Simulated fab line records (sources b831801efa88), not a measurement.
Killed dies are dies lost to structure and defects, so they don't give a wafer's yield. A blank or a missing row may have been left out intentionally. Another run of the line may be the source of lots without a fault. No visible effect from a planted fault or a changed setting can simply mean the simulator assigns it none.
Problem report in the 8D (eight disciplines) form, filled by code :: flow sky130 :: the parts of the form that need people (team, actions taken, sign-off) are left out

## 1. WHAT WENT WRONG
Wafers without a fault read 1.2499e+13, standard deviation 1.3e+10; dose_ions_cm2 at SKY_LDD_LDN_IMPLANT_09 reads a mean of 1.1814e+13 on 6 wafers belonging to 2 lots. Measured from the usual mean, that is -53 standard deviations.
First observed at day 27 01:25: wafer L495.1, on implanter-01. The record holds 39 wafers of 13 lots with a number at this step. Rule for "out" (also "out of limits"): further than 4 standard deviations from the usual mean. The other wafers with a number count as sound.

## 2. WHAT IT IS, AND WHAT IT ISN'T
question: which readings at this step
is: dose_ions_cm2
is not: -

question: which lots
is: L495, L497
is not: L484, L485, L486, L487, L489, L490, L494, L502, L504, L505, L507

question: which wafers of those lots
is: all that have a number
is not: -

question: read on which tools
is: implanter-01
is not: implanter-03, implanter-04

question: when
is: from day 27 01:25
is not: up to then (21 sound wafers); but 12 sound wafers of L502, L504, L505, L507 came after

## 3. SUSPECTS, AND WHAT RULES EACH OUT
Counting: a tool at a process step up to the reading stays a suspect if it ran every lot that is out and no sound lot after the first of them.
- implanter-01 at SKY_LDD_LDN_IMPLANT_09: ruled out as a lasting fault. After its first lot that is out, L495 (day 27 01:25), sound lots L504 ran on it.
Left after counting: nothing in the record.

## 4. THE CAUSE (what the simulator had put in)
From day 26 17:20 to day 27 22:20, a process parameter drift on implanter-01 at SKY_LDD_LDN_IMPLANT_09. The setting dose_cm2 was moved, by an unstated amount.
Counting ruled it out, wrongly.

## 5. THE EFFECT CHAIN, in route order
One row per reading whose mean, taken over the struck wafers that have a number, lies over 3 standard deviations from the usual. Only readings for which the record gives a usual standard deviation are gone through. hours: the time from each lot's start at the first step in this table that gives one to its start at this step, as a median over the lots. sigmas: the change in usual standard deviations.
hours: 0
step: SKY_LDD_LDN_IMPLANT_09
reading: dose_ions_cm2
usual: 1.2499e+13
on struck wafers: 1.1814e+13
change: -6.8517e+11
sigmas: -53

hours: 0
step: SKY_LDD_LDN_IMPLANT_09
reading: faraday_current_uA
usual: 70.4
on struck wafers: 65.6
change: -4.8
sigmas: -3.7
The process steps in it:
- SKY_LDD_LDN_IMPLANT_09

## 6. WHAT WOULD HAVE CAUGHT IT SOONER
8 hours passed between the start of the fault at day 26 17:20 and the first reading out of limits in this record, taken at day 27 01:25.
